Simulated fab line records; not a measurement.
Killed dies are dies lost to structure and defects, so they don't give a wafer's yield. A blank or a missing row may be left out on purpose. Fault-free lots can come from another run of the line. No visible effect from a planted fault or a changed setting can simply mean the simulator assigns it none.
Chamber matching :: flow sky130 :: SKY_POLY_GATE_ETCH_17 on rie_si-02 has 4 sister chambers
The step etches poly-Si in HBr/Cl2, stops on SiO2, target depth 180 nm, time 70.5 s. 4 wafers are shown with their chamber, then 7 later ones without.

== WAFERS, EACH WITH ITS CHAMBER ==
wafer: L935.3
chamber: 0
rf_fwd_power_W (W): 399.4

wafer: L936.5
chamber: 2
rf_fwd_power_W (W): 398.4

wafer: L936.6
chamber: 3
rf_fwd_power_W (W): 401.1

wafer: L939.5
chamber: 1
rf_fwd_power_W (W): 394.7

== WAFERS WITH NO CHAMBER GIVEN ==
wafer: L939.6
rf_fwd_power_W (W): 397.5

wafer: L941.3
rf_fwd_power_W (W): 400.3

wafer: L941.5
rf_fwd_power_W (W): 396.9

wafer: L941.6
rf_fwd_power_W (W): 398.3

wafer: L943.1
rf_fwd_power_W (W): 394.8

wafer: L943.3
rf_fwd_power_W (W): 397.4

wafer: L943.4
rf_fwd_power_W (W): 397.9

== EACH ONE'S CHAMBER ==
wafer: L939.6
from the rows above: can't be placed: 2 or 0
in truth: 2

wafer: L941.3
from the rows above: can't be placed: 3 or 0 or 2
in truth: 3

wafer: L941.5
from the rows above: can't be placed: 2 or 1 or 0
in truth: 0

wafer: L941.6
from the rows above: can't be placed: 2 or 0
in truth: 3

wafer: L943.1
from the rows above: 1
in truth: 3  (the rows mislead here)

wafer: L943.3
from the rows above: can't be placed: 2 or 0
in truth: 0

wafer: L943.4
from the rows above: can't be placed: 2 or 0
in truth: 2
Correct placement for 0 of the 7. Unplaceable from these rows: 6, with the true chamber sitting among the candidates in 5. 1 placed wrongly.
How it was worked out, from the rows above alone: a wafer's distance from a chamber is the root of the sum, over the readings, of the square of ((its reading less the chamber's mean) divided by the reading's scatter). If the next closest chamber is less than 2 further off than the closest, the wafer can't be placed; otherwise it belongs to the closest. A chamber's mean is the mean of its shown wafers. The scatter (one wafer shown for each chamber): square how far every hidden wafer sits from the nearest shown wafer, average those squares and take the square root.
